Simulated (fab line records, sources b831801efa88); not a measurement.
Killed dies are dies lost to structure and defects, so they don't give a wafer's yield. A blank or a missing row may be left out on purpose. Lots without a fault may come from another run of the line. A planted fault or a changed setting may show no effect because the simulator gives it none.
Which tool did it? | flow gf180mcu | 11 lots, 33 wafers sampled, at 2 steps of a route of 602

WHAT THE GAUGES READ, wafer by wafer
GF_POLY_GATE_THK_MEAS_01. Usual: POLY_GATE_CVD_00_THK 200.9 nm, standard deviation 1.8.
lot  | measured     | on            | POLY_GATE_CVD_00_THK (nm) | flag
L441 | day 10 03:25 | film_metro-02 | 146.6 142.6 142.7         | OFF
L448 | day 12 12:43 | film_metro-04 | 203.3 201.9 202.1         |
L449 | day 12 15:41 | film_metro-04 | 201.6 200.9 202.2         |
L450 | day 12 20:32 | film_metro-04 | 201.4 200.6 199.4         |
L451 | day 13 02:12 | film_metro-02 | 198.3 199.6 199.2         |
L452 | day 13 08:48 | film_metro-04 | 199.5 198.9 197.7         |
L453 | day 13 15:11 | film_metro-04 | 200.9 200.8 201.5         |
L454 | day 13 21:54 | film_metro-01 | 201.4 201.3 201.8         |
L455 | day 14 06:16 | film_metro-02 | 205.5 204.6 205.8         |
L456 | day 14 14:50 | film_metro-01 | 198.5 198.3 198.8         |
L457 | day 14 22:24 | film_metro-04 | 202.6 203.4 201.3         |

WHICH TOOL RAN EACH LOT (tool, then ch and the chambers of the sampled wafers, then the start)
lot  | GF_POLY_GATE_CVD_00
L441 | lpcvd-02 ch 0, day 10 02:05
L448 | lpcvd-02 ch 0, day 12 11:22
L449 | lpcvd-02 ch 0, day 12 14:21
L450 | lpcvd-02 ch 0, day 12 19:12
L451 | lpcvd-01 ch 0, day 13 00:50
L452 | lpcvd-01 ch 1, day 13 07:28
L453 | lpcvd-01 ch 0, day 13 13:50
L454 | lpcvd-01 ch 1, day 13 20:34
L455 | lpcvd-02 ch 0, day 14 04:56
L456 | lpcvd-01 ch 0, day 14 13:31
L457 | lpcvd-02 ch 0, day 14 21:04
- GF_POLY_GATE_CVD_00: deposits poly-Si, target thk 200 nm, time 1200 s.

WHAT THE TOOLS THEMSELVES READ (means of the sampled wafers that have a number; where no wafer has one, the mark that the record gives instead)
GF_POLY_GATE_CVD_00. Usual: spike_tc_top_C 636.5 C, standard deviation 2.1; zone_power_bottom_pct 14.2 %, standard deviation 0.81; zone_power_lower_pct 8.7 %, standard deviation 0.38.
lot  | tool     | spike_tc_top_C (C) | zone_power_bottom_pct (%) | zone_power_lower_pct (%) | flag
L441 | lpcvd-02 | 638.0              | 13.9                      | 8.7                      |
L448 | lpcvd-02 | 638.5              | 13.8                      | 8.8                      |
L449 | lpcvd-02 | 638.6              | 13.8                      | 8.8                      |
L450 | lpcvd-02 | 639.0              | 13.9                      | 8.8                      |
L451 | lpcvd-01 | 635.2              | 14.9                      | 8.5                      |
L452 | lpcvd-01 | 632.4              | 12.9                      | 8.0                      |
L453 | lpcvd-01 | 635.7              | 15.0                      | 8.4                      |
L454 | lpcvd-01 | 633.1              | 12.9                      | 8.1                      |
L455 | lpcvd-02 | 639.7              | 14.0                      | 8.9                      |
L456 | lpcvd-01 | 635.9              | 14.8                      | 8.5                      |
L457 | lpcvd-02 | 639.2              | 13.8                      | 8.8                      |

THE ANSWER, worked out from the rows above alone
Rule: a lot is off if the mean of its wafers that have a number lies more than 3 standard deviations from the usual mean. A lot without any number at a reading at which 4 lots or more have one is off too. The other lots that the step has rows for count as sound. The gauges are gone through in route order, then the tools' own readings, and for those a lot's mean is taken as printed above. The first step at which some lot is off is used, and at that step the reading that is off furthest; a lot without a number counts as furthest.
Off: L441, at GF_POLY_GATE_THK_MEAS_01 (POLY_GATE_CVD_00_THK).
A tool fits if, at a process step before that reading, it ran every lot that is off, and no sound lot after the first of them. The gauges at GF_POLY_GATE_THK_MEAS_01 are tried like those tools. None of those tried fits.

WHAT THE SIMULATOR HAD PUT IN
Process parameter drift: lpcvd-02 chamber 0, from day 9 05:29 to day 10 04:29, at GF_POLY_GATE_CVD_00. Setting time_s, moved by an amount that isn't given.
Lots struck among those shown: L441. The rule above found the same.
